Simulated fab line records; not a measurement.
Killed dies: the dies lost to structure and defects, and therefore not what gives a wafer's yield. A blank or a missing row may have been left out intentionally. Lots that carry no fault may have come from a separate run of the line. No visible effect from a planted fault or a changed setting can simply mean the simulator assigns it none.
What tool caused it? -- flow gf180mcu -- 18 wafers from 6 lots sampled at 3 of the route's 602 steps

## WHAT THE GAUGES READ, wafer by wafer
GF_V1_RS_MEAS_24: measurement is done with a four-point probe.
lot,measured,on,V1_W_RS (ohm/sq)
L554,day 19 02:20,filmMetro-03,0.327 0.321 0.327
L557,day 20 14:41,filmMetro-01,0.323 0.323 0.318
L560,day 21 13:55,filmMetro-02,0.326 0.325 0.330
L564,day 22 23:14,filmMetro-03,0.322 0.327 0.324
L568,day 24 03:09,filmMetro-01,0.325 0.331 0.328
L572,day 25 16:40,filmMetro-01,0.322 0.322 0.318

## WHICH TOOL RAN EACH LOT (tool, then ch and the chambers of the sampled wafers, then the start)
lot,GF_M1_SPUTTER_00,GF_V1_CVD_23
L554,"pvdSputter-02, day 17 00:02","cvdW-02 ch 0,1, day 19 02:12"
L557,"pvdSputter-02, day 18 11:41","cvdW-01 ch 0,1, day 20 14:34"
L560,"pvdSputter-02, day 19 11:23","cvdW-01 ch 0,1, day 21 13:48"
L564,"pvdSputter-02, day 20 22:27","cvdW-01 ch 0,1, day 22 23:06"
L568,"pvdSputter-02, day 22 04:38","cvdW-02 ch 0,1, day 24 03:02"
L572,"pvdSputter-02, day 23 17:13","cvdW-01 ch 0,1, day 25 16:31"
- GF_M1_SPUTTER_00: material Ti, target thk 37.5 nm, time 150 s.
- GF_V1_CVD_23: deposits W, target thk 350 nm, time 105.05 s.

## THE ANSWER, worked out from the rows above alone
Rule: usual is defined by the lots themselves. Put in order of their means at a reading, lots are off if they are a third of the lots or fewer, leave a main group of 4 or more, and stand apart from it by a gap of 3 or more times the standard deviation of the main group's means; of several such gaps the widest counts. Not used: any main group whose means are identical at the precision the tables above print for the reading. Also off: a lot with no number at a reading for which 4 or more lots have one. Any other lot the step has rows for is counted as sound.
Nothing can be told from this: no lot is off at any reading shown.

## WHAT THE SIMULATOR HAD PUT IN
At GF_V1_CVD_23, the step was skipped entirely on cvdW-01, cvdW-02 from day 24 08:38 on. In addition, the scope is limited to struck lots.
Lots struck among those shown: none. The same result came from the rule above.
